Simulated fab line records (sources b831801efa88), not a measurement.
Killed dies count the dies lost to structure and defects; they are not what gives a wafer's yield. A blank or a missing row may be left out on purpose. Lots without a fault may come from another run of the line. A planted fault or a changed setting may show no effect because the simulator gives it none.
A lot that was struck, set against a sound lot + flow gf180mcu + 15 steps out of a route of 602
Sound: the wafers L733.1, L733.2, L733.4. Wafers struck: L726.2, L726.4, L726.6. At the end, the cause is stated.
Per side, at each step with rows, come the tool, then ch with its chambers, and then its first start. Under that, the readings that differ: sound wafers + struck wafers + difference of the means + sigmas: that difference in standard deviations of wafers without a fault.
alike: a reading whose means differ by less than 2 such deviations, as well as words and numbers matching on both sides. not compared: withheld readings; readings where some wafer has no value; bounds like >300 that might hide an equal value; numbers whose values overlap and for which the record gives no deviation.
Wherever a step has rows on one side only, a row that says differs or no value, or a row with sigmas, the two part there. Non-overlapping numbers with no deviation appear without sigmas and do not part them. A reading that every wafer of one side lacks parts them only if that side has two wafers or more.

GF_HV_LDD_THK_MEAS_57:
  sound on film_metro-04, day 19 08:37; struck on film_metro-01, day 17 04:24
  alike: HV_LDD_CVD_56_THK
GF_HV_LDD_ETCHBACK_58: etches Si3N4 in CH3F/O2, stops on SiO2, time 100 s, target depth 90 nm.
  sound on rie_diel-01 ch 0,1,2, day 19 08:40; struck on rie_diel-03 ch 1,3, day 17 04:27
  alike: bias_w, drypump_motor_current_A, oes_product_au, throttle_valve_pct
  not compared: rf_hours_counter_h
then, 7 steps without rows for these wafers: GF_NSD_DEHYDRATE_00 (time 60 s); GF_NSD_HMDS_01 (prime time 60 s); GF_NSD_COAT_02 (resist thk 1000 nm); GF_NSD_SOFTBAKE_03 (time 60 s); GF_NSD_EXPOSE_04 (exposes mask Nplus, target cd 400 nm); GF_NSD_PEB_05; GF_NSD_DEVELOP_06 (develop time 60 s).
GF_NSD_CD_MEAS_07: the cd target is 400 nm.
  sound on cd_sem-02, day 20 08:47; struck on cd_sem-01, day 18 03:13
  alike: cd_nm
GF_NSD_OVL_MEAS_08:
  sound on overlay-01, day 20 08:54; struck on overlay-02, day 18 03:20
| reading      | sound          | struck        | difference | sigmas |
|--------------|----------------|---------------|------------|--------|
| NSD_OVL (nm) | -2.4 -2.8 -4.3 | -0.1 -0.7 3.8 | +4.2       | +2     |
following that, these wafers have no rows for 1 step: GF_NSD_IMPLANT_09.
GF_NSD_IMPLANT_10:
  sound on implanter-04 ch 0, day 20 09:05; struck on implanter-01 ch 0, day 18 03:32
| reading                   | sound                | struck               | difference | sigmas      |
|---------------------------|----------------------|----------------------|------------|-------------|
| beam_energy_keV           | 39.992 39.979 39.999 | 43.544 43.559 43.559 | +3.564     | +99 or more |
| model.implant.rp_nm (nm)  | 48.46 48.46 48.46    | 50.92 50.92 50.92    | +2.46      |             |
| model.implant.drp_nm (nm) | 21.16 21.16 21.16    | 22.74 22.74 22.74    | +1.58      |             |
GF_NSD_STRIP_11: strips in O2/N2.
  sound on plasma_asher-01 ch 0,1, day 20 09:14; struck on plasma_asher-03 ch 0,1, day 18 03:40
| reading                      | sound             | struck            | difference | sigmas |
|------------------------------|-------------------|-------------------|------------|--------|
| strip_time_to_endpoint_s (s) | 23.02 23.04 22.99 | 23.16 23.12 23.13 | +0.12      | +3     |
  alike: drypump_motor_current_A, heater_power_w, o2_flow_sccm, oes_product_au
  not compared: rf_hours_counter_h
GF_NSD_TW_MEAS_12:
  sound on film_metro-04, day 20 09:20; struck on film_metro-04, day 18 03:46
  alike: NSD_TW

== WHERE THEY PART ==
Earliest at GF_NSD_OVL_MEAS_08; latest, in this record, at GF_NSD_STRIP_11. Later steps at which nothing parts them and some readings are alike: GF_NSD_TW_MEAS_12.

WHY: whatever the simulator had introduced
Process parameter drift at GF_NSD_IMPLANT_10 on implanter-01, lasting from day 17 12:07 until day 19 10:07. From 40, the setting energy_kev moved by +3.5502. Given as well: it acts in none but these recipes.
